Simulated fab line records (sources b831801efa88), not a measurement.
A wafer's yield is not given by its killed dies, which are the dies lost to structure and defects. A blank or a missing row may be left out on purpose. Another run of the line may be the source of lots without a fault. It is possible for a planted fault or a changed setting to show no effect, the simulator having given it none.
fab line records	flow sky130
[record] lots = 13	wafers = 39	last_day = 50
route steps=708 shown FIELD_ISO@16 NWELL@34 VT_ADJUST_LVTN@97 VT_ADJUST_NCORE@127 PAD_OPEN@708
lots that met no fault: from a run of the same line without faults
start_h: hours from the record's opening day to when the first of the lot's shown wafers began	wait_h: hours since the lot's step before	" the same as in the row above	L1.1+2: several wafers, shown together as one row	- no value, or no start given	* or withheld: withheld	< > ~ a bound
route shown NAME@n: a module of which the file shows steps, and the number in the route of the first	usual: average and standard deviation across the fault-free wafers	same: alike in all rows	chamber/n: place in a boat	sites: readings site by site	_std_site: the standard deviation of these	_edge_site: mean of outer sites minus mean of inner sites	radius_mm: for every site, how far away it sits from the centre of the wafer	mask NAME#n: copy n	behind: the last tool/chamber to shape the wafer	hold: the reason the lot was held/the length of the hold in hours/how it ended	device: the transistor (n, p or np) that didn't switch	end of line: tests run on the same wafers once the route is complete	a step without rows: its recipe alone	killed: count of dies lost to structure and defects at first sort (not the wafer's yield)	map: a wafer's dies, x killed, . not, _ none there
set.NAME: the setting as run; set.NAME@STEP: as run at that earlier step	model.NAME: the simulator's own value behind a step, which no gauge read
one table for each step of the route and one row for each wafer, over a sample of lots
services: when a tool's chamber went out of use (start_h, in hours from the record's first day, below 0 if earlier), for how many hours, and the reason
[[steps]]
[step SKY_FIELD_ISO_ETCH_15]
[recipe] chemistry = CHF3/O2	target_depth_nm = 180	stop_on = Si	source_w = 600	bias_w = 200	pressure_mtorr = 40	chf3_flow_sccm = 50	O2_flow_sccm = 5	time_s = 72
[usual] drypump_motor_current_A = 5.6/0.37	oes_product_au = 0.952/0.0069	throttle_valve_pct = 8.848/0.0086
lot.wafer	tool	chamber	start_h	wait_h	drypump_motor_current_A	oes_product_au	rf_hours_counter_h	throttle_valve_pct
L781.2	rie_diel-02	2	28.91	0.0	5.2	0.958	71	8.844
L781.3	"	0	"	"	5.6	0.951	10	8.837
L781.6	"	2	"	"	5.2	0.954	-	8.855
L782.1	rie_diel-04	3	33.08	0.0	5.9	0.953	132	8.841
L782.5	"	3	"	"	5.9	0.955	-	8.833
L782.6	"	2	"	"	5.5	0.958	-	8.845
L784.1	rie_diel-03	2	44.86	0.0	5.0	0.960	4	8.858
L784.3	"	1	"	"	5.9	0.966	157	8.842
L784.6	"	2	"	"	5.0	0.952	-	8.862
L785.1	rie_diel-04	1	50.91	0.0	5.6	0.958	5	8.847
L785.4	"	3	"	"	5.9	0.948	132	8.851
L785.6	"	3	"	"	5.9	0.948	-	8.833
L786.1	rie_diel-03	3	55.26	0.0	6.3	0.941	3	8.844
L786.2	"	1	"	"	5.9	0.938	157	8.849
L786.3	"	0	"	"	5.7	0.942	14	8.839
L788.1	rie_diel-02	1	67.24	0.0	5.7	0.955	3	8.845
L788.3	"	2	"	"	5.2	0.956	72	8.848
L788.5	"	1	"	"	5.7	0.955	-	8.840
L789.3	rie_diel-04	2	71.86	0.0	5.6	0.956	134	8.858
L789.4	"	3	"	"	5.9	0.953	133	8.848
L789.5	"	1	"	"	5.6	0.958	-	8.854
L790.1	rie_diel-02	3	77.94	0.0	5.1	0.950	69	8.852
L790.5	"	0	"	"	5.6	0.948	-	8.856
L790.6	"	1	"	"	5.7	0.952	-	8.847
L799.3	rie_diel-04	1	124.89	0.0	5.6	0.955	6	8.844
L799.4	"	2	"	"	5.6	0.957	135	8.845
L799.5	"	2	"	"	5.5	0.948	-	8.855
L800.2	rie_diel-04	1	127.29	0.0	5.6	0.960	6	8.847
L800.4	"	2	"	"	5.5	0.950	135	8.837
L800.6	"	2	"	"	5.5	0.953	-	8.846
L801.1	rie_diel-03	3	132.48	0.0	6.3	0.959	5	8.845
L801.4	"	2	"	"	5.0	0.946	-	8.839
L801.5	"	1	"	"	5.9	0.946	-	8.859
L802.2	rie_diel-03	2	138.68	0.0	5.0	0.949	6	8.830
L802.3	"	3	"	"	6.3	0.948	5	8.850
L802.6	"	3	"	"	6.3	0.947	-	8.852
L804.1	rie_diel-02	2	147.46	0.0	5.2	0.942	74	8.847
L804.4	"	1	"	"	5.7	0.955	5	8.835
L804.6	"	1	"	"	5.7	0.952	-	8.845
[step SKY_NWELL_THK_MEAS_02]
[recipe] reads = SiO2_of_NWELL_OXIDATION_01
[usual] NWELL_OXIDATION_THK = 10.01/0.18
lot.wafer	tool	chamber	start_h	wait_h	NWELL_OXIDATION_THK[nm]
L781.2	film_metro-04	-	36.69	0.0	9.96
L781.3	"	-	"	"	9.83
L781.6	"	-	"	"	9.90
L782.1	film_metro-04	-	41.65	0.0	10.07
L782.5	"	-	"	"	9.93
L782.6	"	-	"	"	10.09
L784.1	film_metro-04	-	52.31	0.0	9.86
L784.3	"	-	"	"	9.89
L784.6	"	-	"	"	9.73
L785.1	film_metro-03	-	58.75	0.0	10.25
L785.4	"	-	"	"	10.35
L785.6	"	-	"	"	10.26
L786.1	film_metro-02	-	62.63	0.0	9.75
L786.2	"	-	"	"	10.10
L786.3	"	-	"	"	9.95
L788.1	film_metro-03	-	88.99	0.0	9.87
L788.3	"	-	"	"	9.87
L788.5	"	-	"	"	9.92
L790.1	film_metro-03	-	94.77	0.0	9.76
L790.5	"	-	"	"	9.84
L790.6	"	-	"	"	9.86
L789.3	film_metro-04	-	94.79	0.0	9.99
L789.4	"	-	"	"	9.91
L789.5	"	-	"	"	10.20
L800.2	film_metro-04	-	135.43	0.0	10.05
L800.4	"	-	"	"	10.21
L800.6	"	-	"	"	10.15
L799.3	film_metro-02	-	135.44	0.0	10.19
L799.4	"	-	"	"	10.26
L799.5	"	-	"	"	10.22
L801.1	film_metro-02	-	143.43	0.0	10.23
L801.4	"	-	"	"	10.10
L801.5	"	-	"	"	10.24
L802.2	film_metro-03	-	148.77	0.0	10.23
L802.3	"	-	"	"	9.91
L802.6	"	-	"	"	10.03
L804.1	film_metro-02	-	155.29	0.0	9.81
L804.4	"	-	"	"	9.62
L804.6	"	-	"	"	9.82
[step SKY_VT_ADJUST_LVTN_DEHYDRATE_00]
[recipe] temp_c = 200	time_s = 60
[usual] heater_power_total_W = 160.40/0.12	plate_temp_C = 200.02/0.18
lot.wafer	tool	chamber	start_h	wait_h	heater_power_total_W	plate_temp_C
L781.2	litho_track-01	0	126.35	8.9	160.53	200.30
L781.3	"	0	"	"	160.27	200.03
L781.6	"	0	"	"	160.44	200.05
L782.1	litho_track-02	0	133.19	8.9	160.55	200.09
L782.5	"	0	"	"	160.31	199.94
L782.6	"	0	"	"	160.31	200.11
L784.1	litho_track-02	0	147.94	8.5	160.40	199.83
L784.3	"	0	"	"	160.31	199.98
L784.6	"	0	"	"	160.25	200.18
L785.1	litho_track-02	0	154.34	9.4	160.13	199.73
L785.4	"	0	"	"	160.25	199.64
L785.6	"	0	"	"	160.45	199.89
L786.1	litho_track-01	0	159.22	9.0	160.58	199.72
L786.2	"	0	"	"	160.47	199.56
L786.3	"	0	"	"	160.48	199.93
L788.1	litho_track-02	0	190.99	8.9	160.35	200.46
L788.3	"	0	"	"	160.32	200.19
L788.5	"	0	"	"	160.36	200.18
L790.1	litho_track-02	0	200.79	10.0	161.91	201.56
L790.5	"	0	"	"	161.98	201.48
L790.6	"	0	"	"	161.76	201.77
L789.3	litho_track-02	0	201.49	10.2	161.94	201.75
L789.4	"	0	"	"	162.07	201.44
L789.5	"	0	"	"	161.76	201.56
L799.3	litho_track-01	0	250.67	10.5	160.55	200.04
L799.4	"	0	"	"	160.41	199.97
L799.5	"	0	"	"	160.53	200.31
L800.2	litho_track-04	0	252.33	10.8	160.39	200.02
L800.4	"	0	"	"	160.45	200.18
L800.6	"	0	"	"	160.48	200.09
L801.1	litho_track-04	0	260.31	11.1	160.34	200.06
L801.4	"	0	"	"	160.28	199.79
L801.5	"	0	"	"	160.46	199.99
L802.2	litho_track-04	0	266.68	11.6	160.41	199.94
L802.3	"	0	"	"	160.36	200.04
L802.6	"	0	"	"	160.51	200.02
L804.1	litho_track-04	0	275.96	11.3	160.58	200.01
L804.4	"	0	"	"	160.43	199.96
L804.6	"	0	"	"	160.24	200.05
[step SKY_VT_ADJUST_NCORE_OVL_MEAS_08]
[usual] VT_ADJUST_NCORE_OVL = 1.7/1.3
lot.wafer	tool	chamber	start_h	wait_h	VT_ADJUST_NCORE_OVL[nm]
L781.2	overlay-01	-	175.97	0.1	2.0
L781.3	"	-	"	"	2.9
L781.6	"	-	"	"	3.1
L782.1	overlay-01	-	183.18	0.1	1.3
L782.5	"	-	"	"	1.8
L782.6	"	-	"	"	0.1
L784.1	overlay-01	-	197.15	0.1	2.3
L784.3	"	-	"	"	2.2
L784.6	"	-	"	"	1.1
L785.1	overlay-01	-	205.46	0.1	4.0
L785.4	"	-	"	"	4.2
L785.6	"	-	"	"	2.2
L786.1	overlay-02	-	210.31	0.1	2.5
L786.2	"	-	"	"	2.2
L786.3	"	-	"	"	0.6
L788.1	overlay-01	-	247.01	0.1	2.8
L788.3	"	-	"	"	1.6
L788.5	"	-	"	"	2.6
L790.1	overlay-02	-	256.41	0.1	2.8
L790.5	"	-	"	"	2.6
L790.6	"	-	"	"	1.4
L789.3	overlay-02	-	256.79	0.1	3.5
L789.4	"	-	"	"	3.0
L789.5	"	-	"	"	1.7
L799.3	overlay-02	-	318.46	8.4	0.5
L799.4	"	-	"	"	0.7
L799.5	"	-	"	"	-1.7
L800.2	overlay-02	-	318.63	7.9	2.7
L800.4	"	-	"	"	3.3
L800.6	"	-	"	"	3.7
L801.1	overlay-01	-	327.04	0.1	1.6
L801.4	"	-	"	"	0.0
L801.5	"	-	"	"	1.4
L802.2	overlay-02	-	334.68	0.1	1.1
L802.3	"	-	"	"	1.6
L802.6	"	-	"	"	0.1
L804.1	overlay-02	-	341.50	0.1	2.1
L804.4	"	-	"	"	2.0
L804.6	"	-	"	"	2.9
[step SKY_PAD_OPEN_PROBE_99]
[usual] killed_at_M0_to_M3 = 44/7.7	killed_at_M4_up = 3.0/1.9	killed_at_contacts = 25/5.6	killed_at_front_end = 15/4.6	killed_at_other = 0.3/0.47	killed_dies = 86/9.9	killed_open = 47/7.4	killed_short = 39/5.9
[same] gross_dies = 492	killed_at_back_side = 0
lot.wafer	tool	chamber	start_h	wait_h	killed_at_M0_to_M3	killed_at_M4_up	killed_at_contacts	killed_at_front_end	killed_at_other	killed_dies	killed_open	killed_short
L799.3	prober-02	-	1179.82	0.2	41	1	24	18	0	84	54	30
L799.4	prober-02	-	1179.87	0.2	45	5	18	18	0	86	51	35
L799.5	prober-02	-	1179.92	0.2	49	4	32	11	0	96	53	43
L800.2	prober-01	-	1183.06	0.1	39	2	28	18	0	87	45	42
L800.4	prober-01	-	1183.16	0.2	28	2	29	18	0	77	42	35
L800.6	prober-01	-	1183.26	0.2	43	2	14	15	0	74	39	35
L802.2	prober-01	-	1195.17	0.1	37	2	26	7	1	73	42	31
L802.3	prober-01	-	1195.22	0.2	51	1	22	17	0	91	50	41
L802.6	prober-01	-	1195.37	0.2	37	6	26	13	0	82	49	33
// killed by level:class
L799.3 VIA3:geometric_particle:open=11 CONTACT:geometric_particle:open=9 LI_CONTACT:geometric_particle:open=7 POLY_GATE:geometric_particle:open=5 VIA2:geometric_particle:open=5 CONTACT:geometric_particle:short=5 VIA1:geometric_particle:short=5 VIA1:geometric_particle:open=5
L799.4 FIELD_ISO:geometric_particle:open=9 VIA1:geometric_particle:open=9 CONTACT:geometric_particle:open=8 VIA2:geometric_particle:open=8 VIA3:geometric_particle:open=7 METAL1:geometric_particle:short=6 METAL2:geometric_particle:short=6 LOCAL_INTERCONNECT:geometric_particle:short=5
L799.5 VIA3:geometric_particle:open=10 CONTACT:geometric_particle:open=10 VIA2:geometric_particle:open=9 LI_CONTACT:geometric_particle:open=8 VIA1:geometric_particle:open=8 CONTACT:geometric_particle:short=6 METAL2:geometric_particle:short=6 METAL1:geometric_particle:short=5
L800.2 LI_CONTACT:geometric_particle:open=8 CONTACT:geometric_particle:open=7 VIA3:geometric_particle:open=6 VIA1:geometric_particle:open=6 LI_CONTACT:geometric_particle:short=5 METAL2:geometric_particle:short=5 FIELD_ISO:geometric_particle:short=4 POLY_GATE:geometric_particle:open=4
L800.4 LI_CONTACT:geometric_particle:open=13 CONTACT:geometric_particle:open=6 CONTACT:geometric_particle:short=6 FIELD_ISO:geometric_particle:short=5 METAL2:geometric_particle:short=5 VIA2:geometric_particle:open=5 VIA3:geometric_particle:open=5 POLY_GATE:geometric_particle:short=4
L800.6 VIA3:geometric_particle:open=9 METAL1:geometric_particle:short=8 LI_CONTACT:geometric_particle:open=7 VIA2:geometric_particle:open=7 FIELD_ISO:geometric_particle:short=5 CONTACT:geometric_particle:open=5 VIA1:geometric_particle:open=5 METAL2:geometric_particle:short=4
L802.2 LI_CONTACT:geometric_particle:open=11 VIA1:geometric_particle:open=9 CONTACT:geometric_particle:open=6 CONTACT:geometric_particle:short=5 VIA1:geometric_particle:short=5 VIA2:geometric_particle:short=4 VIA2:geometric_particle:open=4 FIELD_ISO:geometric_particle:open=3
L802.3 LI_CONTACT:geometric_particle:open=9 VIA1:geometric_particle:open=9 VIA2:geometric_particle:open=7 FIELD_ISO:geometric_particle:short=6 CONTACT:geometric_particle:open=6 VIA3:geometric_particle:short=6 POLY_GATE:geometric_particle:open=5 METAL1:geometric_particle:short=5
L802.6 VIA1:geometric_particle:open=10 VIA2:geometric_particle:open=8 CONTACT:geometric_particle:short=7 CONTACT:geometric_particle:open=7 LI_CONTACT:geometric_particle:open=5 METAL4:geometric_particle:short=5 FIELD_ISO:geometric_particle:open=4 LI_CONTACT:geometric_particle:short=4
[[services]]
tool	chamber	start_h	hours	kind
rie_diel-03	2	4.97	4.3	repair
rie_diel-03	1	14.57	2.5	repair
rie_diel-04	2	37.71	7.1	repair
rie_diel-04	1	41.88	1.2	repair
rie_diel-02	2	48.47	3.7	repair
rie_diel-04	0	73.95	13.6	repair
rie_diel-03	0	89.07	87.4	repair
rie_diel-04	0	100.75	-	clean
rie_diel-04	0	100.75	21.1	scheduled_down
rie_diel-04	0	100.75	21.1	vent_cycle
rie_diel-03	1	108.99	6.6	repair
rie_diel-04	1	109.54	7.2	repair
rie_diel-04	-	149.22	0.2	repair
rie_diel-03	3	174.79	10.3	repair
rie_diel-03	1	185.06	-	clean
rie_diel-03	2	190.27	5.9	repair
rie_diel-03	3	233.83	5.8	repair
rie_diel-04	2	243.03	-	clean
rie_diel-04	2	243.03	28.9	scheduled_down
rie_diel-04	2	243.03	28.9	vent_cycle
rie_diel-04	3	271.94	-	clean
rie_diel-04	3	271.94	21.9	scheduled_down
rie_diel-04	3	271.94	21.9	vent_cycle
rie_diel-03	-	272.21	0.9	repair
[[key]]
[first_sign] step = SKY_VT_ADJUST_LVTN_DEHYDRATE_00	reading = heater_power_total_W	direction = up	sigmas = 12	usual = *	struck = *
[effect] step = SKY_VT_ADJUST_LVTN_DEHYDRATE_00	reading = plate_temp_C	direction = up	sigmas = 9	usual = *	struck = *
met_at SKY_VT_ADJUST_LVTN_DEHYDRATE_00
struck_lots L789,L790
tester_left_out L789,L790
not_acting_at SKY_FIELD_ISO_ETCH_15,SKY_NWELL_THK_MEAS_02,SKY_VT_ADJUST_NCORE_OVL_MEAS_08
onset_between 190.99 200.79
[fault] kind = process_parameter_drift	tool = litho_track-02	chamber = -	onset_h = 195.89	steps = SKY_VT_ADJUST_LVTN_DEHYDRATE_00	channel = temp_c	offset = *	shape = step	end_h = 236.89	acts_in = *	stated = *
// tester_left_out: of these lots the tester's yield and bins aren't shown, on N5 and GAA mostly nor the transistor test; their killed dies are dies lost to structure and defects alone, not to doping, threshold or leakage, so they don't give the yield
